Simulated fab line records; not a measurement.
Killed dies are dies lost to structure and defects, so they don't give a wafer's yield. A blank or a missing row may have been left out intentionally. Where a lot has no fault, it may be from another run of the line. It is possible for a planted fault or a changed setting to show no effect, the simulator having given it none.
Problem report, 8D (eight disciplines) form, completed by code	flow gf180mcu	the parts of the form that need people (team, actions taken, sign-off) are left out

== 1. WHAT IS WRONG ==
Mean M4_ALCU_RS at GF_M4_RS_MEAS_05: 0.0753 ohm/sq over 6 wafers in 2 lots; fault-free wafers: 0.0696 ohm/sq, standard deviation 0.00086. That puts it +6.6 standard deviations away from the usual mean.
The step: measures by four-point-probe.
First observed at day 26 19:55: wafer L477.1, on film metro-04. Wafers with a number at this step in the record: 30, from 10 lots. By rule, "out" or "out of limits" means more than 4 standard deviations away from the usual mean. All remaining wafers that have a number are taken as sound.

== 2. WHAT IT IS, WHAT IT ISN'T ==
question	is	is not
which readings at this step	M4_ALCU_RS	-
which lots	L477, L479	L468, L469, L470, L482, L483, L484, L485, L488
which wafers of those lots	all that have a number	-
read on which gauges	film metro-04	film metro-03
when	from day 26 19:55	up to then (9 sound wafers); but 15 sound wafers of L482, L483, L484, L485, L488 came after

== 3. WHAT RULES OUT EACH SUSPECT ==
Counting: a tool at a process step up to the reading stays a suspect if it ran every lot that is out and no sound lot after the first of them.
- ruled out: the gauge at GF_M4_RS_MEAS_05. All the wafers that are out were read on film metro-04, but those of them that GF_M4_SPUTTER_02 has rows for are out there too, on other tools.
- pvd sputter-03 at GF_M4_SPUTTER_00 (material Ti, target thk 37.5 nm, time 150 s): kept. It ran every lot that is out, first L477 (day 26 19:42), and no sound lot after that; its last sound lot up to then is L470 (day 24 14:02).
- pvd sputter-03 at GF_M4_SPUTTER_01 (material TiN, target thk 30 nm, time 25 s): kept. It ran every lot that is out, first L477 (day 26 19:48), and no sound lot after that; its last sound lot up to then is L470 (day 24 14:08).
- pvd sputter-03 at GF_M4_SPUTTER_02 (material AlCu, target thk 450 nm, time 23.9 s): kept. It ran every lot that is out, first L477 (day 26 19:50), and no sound lot after that; its last sound lot up to then is L470 (day 24 14:10). Out on those wafers are its own readings of chamber pressure pa.
Left after counting: pvd sputter-03 at GF_M4_SPUTTER_00, pvd sputter-03 at GF_M4_SPUTTER_01, pvd sputter-03 at GF_M4_SPUTTER_02.

== 4. THE CAUSE (what the simulator had put in) ==
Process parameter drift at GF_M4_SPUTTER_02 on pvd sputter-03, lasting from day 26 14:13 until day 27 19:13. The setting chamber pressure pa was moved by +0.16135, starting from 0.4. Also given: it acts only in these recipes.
After counting, 3 suspects remain, this tool included.

== 5. SEQUENCE OF EFFECTS, ordered by route ==
One row per reading whose mean, taken over the struck wafers that have a number, lies over 3 standard deviations from the usual. Only readings for which the record gives a usual standard deviation are gone through. hours: the time from each lot's start at the first step in this table that gives one to its start at this step, as a median over the lots. sigmas: the change in usual standard deviations.
hours	step	reading	usual	on struck wafers	change	sigmas
0	GF_M4_SPUTTER_02	chamber pressure pa	0.4000 Pa	0.5615	+0.1615	+99 or more
0	GF_M4_SPUTTER_02	throttle valve pct	30.5 %	25.9	-4.6	-4.7
0	GF_M4_RS_MEAS_05	M4_ALCU_RS	0.0696 ohm/sq	0.0753	+0.0057	+6.6
0	GF_M4_THK_MEAS_06	M4_ALCU_THK	448 nm	415	-33	-5.9
20	GF_M4_METAL_ETCH_16	oes product au	0.972 a.u.	0.944	-0.028	-4.0
The process steps in it:
- GF_M4_SPUTTER_02: material AlCu, target thk 450 nm, time 23.9 s.
- GF_M4_METAL_ETCH_16: etches the open film in Cl2/BCl3, stops on SiO2, target depth 627.5 nm, time 104.6 s.

== 6. HOW IT WOULD HAVE BEEN CAUGHT EARLIER ==
Counted from the fault's start at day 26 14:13, it took 6 hours until the first out-of-limits reading at a measuring or inspecting step in this record, taken at day 26 19:55.
The tool's own readings at GF_M4_SPUTTER_02 were out on every struck wafer that the step has a row for (chamber pressure pa): an alarm limit on them would have fired on the first of those.
Of the lots that are out (2), L479 began GF_M4_SPUTTER_02 on pvd sputter-03 after day 26 19:55. It would have been spared by a hold on the tool at that moment.
